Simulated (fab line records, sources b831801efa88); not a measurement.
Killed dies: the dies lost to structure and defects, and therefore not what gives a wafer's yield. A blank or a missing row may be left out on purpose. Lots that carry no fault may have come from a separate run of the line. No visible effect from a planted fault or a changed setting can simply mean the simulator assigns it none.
Comparing a struck lot with a sound one / flow sfqLine / 13 steps out of a route of 325
Sound: the wafers L650.1, L650.4, L650.5. Struck: wafers L638.2, L638.4. (L638.1 of the same lot was not struck and is left out.) The cause comes at the end.
At each step with rows: each side's tool, then ch and its chambers, then its first start. Under that, the readings that differ: sound wafers / struck wafers / difference of the means / sigmas: that difference in standard deviations of wafers without a fault.
alike: same words and numbers on both sides, and readings whose means sit less than 2 such deviations apart. not compared: any withheld reading, any reading some wafer has no value for, any bound like >300 that may hide the same value, and any number with overlapping values for which the record gives no deviation.
Wherever a step has rows on one side only, a row that says differs or no value, or a row with sigmas, the two part there. Numbers that don't overlap but have no deviation are shown without sigmas and don't part them. Lack of a reading on every wafer of one side parts them only where that side has two or more wafers.

first, 1 step without rows for these wafers: SFQ_TRILAYER_M1_DEP_PRE_CLEAN_038 (time 22.5 s).
SFQ_TRILAYER_M1_DEP_SPUTTER_037: material Nb, target thk 200 nm, time 133.3 s.
  struck on pvdSputter-03, day 20 02:47; sound on pvdSputter-05, day 25 15:38
  alike: resputterCathodeVoltageV, throttleValvePct
SFQ_M1_RS_MEAS_909: a four-point-probe measurement.
  struck on filmMetro-03, day 20 02:52; sound on filmMetro-03, day 25 15:43
  alike: M1_NB_RS
then, 6 steps without rows for these wafers: SFQ_TRILAYER_M1_LITHO_COAT_044 (resist thk 62 nm); SFQ_TRILAYER_M1_LITHO_COAT_039 (resist thk 600 nm); SFQ_TRILAYER_M1_LITHO_SOFTBAKE_043; SFQ_TRILAYER_M1_LITHO_EXPOSE_040 (exposes mask M1, target cd 500 nm); SFQ_TRILAYER_M1_LITHO_PEB_042 (peb time 60 s); SFQ_TRILAYER_M1_LITHO_DEVELOP_041 (time 60 s).
-- the record jumps here: 6 days lie between the struck wafers' starts before and after --
SFQ_M1_OVL_MEAS_911:
  struck on overlay-01, day 26 14:40; sound on overlay-02, day 30 20:46
  alike: M1_OVL
SFQ_TRILAYER_M1_BARC_OPEN_METAL_ETCH_054: etches BARC in O2, target depth 125 nm, time 41.7 s.
  sound on rieMetal-02 ch 0,1, day 30 20:47; struck on rieMetal-03 ch 0, day 26 14:41
  alike: drypumpMotorCurrentA, oesProductAu, rfFwdPowerW
  not compared: rfHoursCounterH
SFQ_TRILAYER_M1_ETCH_METAL_ETCH_042: etches Nb in Cl2/Ar, stops on SiO2, target depth 240 nm, time 120 s.
  sound on rieMetal-02 ch 0,1, day 30 20:51; struck on rieMetal-03 ch 0, day 26 14:45
reading=rfFwdPowerW (W); sound=596.0 597.2 596.7; struck=502.5 498.8; difference=-96.0; sigmas=-48
reading=model.KrF_of_TRILAYER_M1_LITHO_COAT_039.thkNm (nm); sound=382.7 385.3 381.2; struck=398.8 399.5; difference=+16.1; sigmas=
  alike: drypumpMotorCurrentA, oesProductAu
  not compared: rfHoursCounterH
SFQ_TRILAYER_M1_STRIP_STRIP_043: strips in O2.
  sound on rieMetal-02 ch 0,1, day 30 20:59; struck on rieMetal-03 ch 0, day 26 14:53
  alike: drypumpMotorCurrentA, oesProductAu
  not compared: rfHoursCounterH

## WHERE THEY PART
At SFQ_TRILAYER_M1_ETCH_METAL_ETCH_042 and nowhere else, as far as this record goes. Later steps at which nothing parts them and some readings are alike: SFQ_TRILAYER_M1_STRIP_STRIP_043.

WHY: what the simulator had put in
rieMetal-03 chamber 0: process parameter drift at SFQ_TRILAYER_M1_ETCH_METAL_ETCH_042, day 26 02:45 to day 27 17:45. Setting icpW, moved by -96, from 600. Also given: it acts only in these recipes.
